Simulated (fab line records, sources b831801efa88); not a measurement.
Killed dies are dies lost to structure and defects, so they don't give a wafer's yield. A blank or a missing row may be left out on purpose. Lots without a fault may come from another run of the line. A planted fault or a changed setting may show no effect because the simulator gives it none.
Which tool did it? | flow gf180mcu | 13 lots, 39 wafers sampled, at 4 steps of a route of 602

WHAT THE GAUGES READ, wafer by wafer
GF_HV_LDD_CD_MEAS_07: target cd 400 nm. Usual: cd_nm 399 nm, standard deviation 3.3.
lot  | measured     | on        | cd_nm (nm)  | flag
L459 | day 10 16:30 | cd_sem-02 | 398 402 399 |
L461 | day 11 19:45 | cd_sem-01 | 401 401 400 |
L462 | day 12 04:50 | cd_sem-02 | 320 322 319 | OFF
L466 | day 13 10:29 | cd_sem-01 | 403 402 402 |
L471 | day 14 16:47 | cd_sem-02 | 395 394 396 |
L470 | day 14 18:29 | cd_sem-01 | 398 397 398 |
L472 | day 15 00:14 | cd_sem-02 | 396 397 396 |
L473 | day 15 07:02 | cd_sem-02 | 401 401 402 |
L474 | day 15 10:38 | cd_sem-01 | 402 401 404 |
L476 | day 16 00:34 | cd_sem-01 | 396 398 399 |
L477 | day 16 09:36 | cd_sem-02 | 399 398 397 |
L478 | day 16 16:20 | cd_sem-01 | 401 401 398 |
L479 | day 16 22:01 | cd_sem-01 | 402 402 404 |

GF_V1_CD_MEAS_14: target cd 260 nm. Usual: cd_nm 260.1 nm, standard deviation 1.
lot  | measured     | on        | cd_nm (nm)        | flag
L459 | day 19 00:03 | cd_sem-01 | 259.1 260.2 259.7 |
L461 | day 20 07:33 | cd_sem-01 | 260.3 259.8 259.5 |
L466 | day 22 07:59 | cd_sem-02 | 259.1 260.8 258.9 |
L471 | day 23 18:08 | cd_sem-02 | 260.4 261.6 260.5 |
L470 | day 23 20:10 | cd_sem-02 | 260.3 260.5 260.5 |
L472 | day 24 02:25 | cd_sem-02 | 260.7 259.7 261.4 |
L473 | day 24 09:20 | cd_sem-01 | 263.0 262.0 260.7 |
L474 | day 24 13:18 | cd_sem-02 | 258.3 258.5 259.3 |
L476 | day 25 04:02 | cd_sem-02 | 259.9 261.4 260.1 |
L477 | day 25 12:45 | cd_sem-01 | 261.1 261.0 260.8 |
L478 | day 25 17:17 | cd_sem-01 | 261.2 261.6 261.3 |
L479 | day 26 00:03 | cd_sem-02 | 260.1 259.3 259.6 |

WHICH TOOL RAN EACH LOT (tool, then ch and the chambers of the sampled wafers, then the start)
lot  | GF_HV_LDD_EXPOSE_04                 | GF_SALICIDE_RTA_06
L459 | iline_stepper-01 ch 0, day 10 08:00 | rtp_anneal-02 ch 0, day 16 00:17
L461 | iline_stepper-01 ch 0, day 11 10:46 | rtp_anneal-01 ch 0, day 17 05:47
L462 | iline_stepper-02 ch 0, day 11 19:56 | -
L466 | iline_stepper-01 ch 0, day 13 00:52 | rtp_anneal-02 ch 0, day 19 04:27
L471 | iline_stepper-02 ch 0, day 14 06:58 | rtp_anneal-01 ch 0, day 20 13:55
L470 | iline_stepper-02 ch 0, day 14 08:09 | rtp_anneal-02 ch 0, day 20 16:34
L472 | iline_stepper-01 ch 0, day 14 14:02 | rtp_anneal-02 ch 0, day 20 22:39
L473 | iline_stepper-02 ch 0, day 14 20:49 | rtp_anneal-02 ch 0, day 21 07:16
L474 | iline_stepper-02 ch 0, day 15 00:07 | rtp_anneal-01 ch 0, day 21 10:20
L476 | iline_stepper-02 ch 0, day 15 14:15 | rtp_anneal-02 ch 0, day 22 02:59
L477 | iline_stepper-01 ch 0, day 15 23:28 | rtp_anneal-02 ch 0, day 22 13:55
L478 | iline_stepper-02 ch 0, day 16 05:42 | rtp_anneal-01 ch 0, day 22 18:02
L479 | iline_stepper-01 ch 0, day 16 10:54 | rtp_anneal-02 ch 0, day 23 02:47
- GF_HV_LDD_EXPOSE_04: exposes mask Nplus LV AREA, target cd 400 nm.
- GF_SALICIDE_RTA_06: time 30 s.

WHAT THE TOOLS THEMSELVES READ (means of the sampled wafers that have a number; where no wafer has one, the mark that the record gives instead)
GF_SALICIDE_RTA_06. Usual: lamp_power_pct 6.2 %, standard deviation 0.31; wafer_temp_C_max 532.1, standard deviation 0.52.
lot  | tool          | lamp_power_pct (%) | wafer_temp_C_max | flag
L459 | rtp_anneal-02 | 6.4                | 532.6            |
L461 | rtp_anneal-01 | 5.7                | 531.8            |
L466 | rtp_anneal-02 | 6.4                | 532.1            |
L471 | rtp_anneal-01 | 5.7                | 531.8            |
L470 | rtp_anneal-02 | 6.4                | 531.6            |
L472 | rtp_anneal-02 | 6.4                | 532.7            |
L473 | rtp_anneal-02 | 6.4                | 532.7            |
L474 | rtp_anneal-01 | 5.7                | 531.9            |
L476 | rtp_anneal-02 | 6.4                | 532.6            |
L477 | rtp_anneal-02 | 6.4                | 532.4            |
L478 | rtp_anneal-01 | 5.7                | 531.9            |
L479 | rtp_anneal-02 | 6.4                | 532.4            |

THE ANSWER, worked out from the rows above alone
Rule: a lot is off if the mean of its wafers that have a number lies more than 3 standard deviations from the usual mean. A lot without any number at a reading at which 4 lots or more have one is off too. The other lots that the step has rows for count as sound. The gauges are gone through in route order, then the tools' own readings, and for those a lot's mean is taken as printed above. The first step at which some lot is off is used, and at that step the reading that is off furthest; a lot without a number counts as furthest.
Off: L462, at GF_HV_LDD_CD_MEAS_07 (cd_nm).
A tool fits if, at a process step before that reading, it ran every lot that is off, and no sound lot after the first of them. The gauges at GF_HV_LDD_CD_MEAS_07 are tried like those tools. None of those tried fits.

WHAT THE SIMULATOR HAD PUT IN
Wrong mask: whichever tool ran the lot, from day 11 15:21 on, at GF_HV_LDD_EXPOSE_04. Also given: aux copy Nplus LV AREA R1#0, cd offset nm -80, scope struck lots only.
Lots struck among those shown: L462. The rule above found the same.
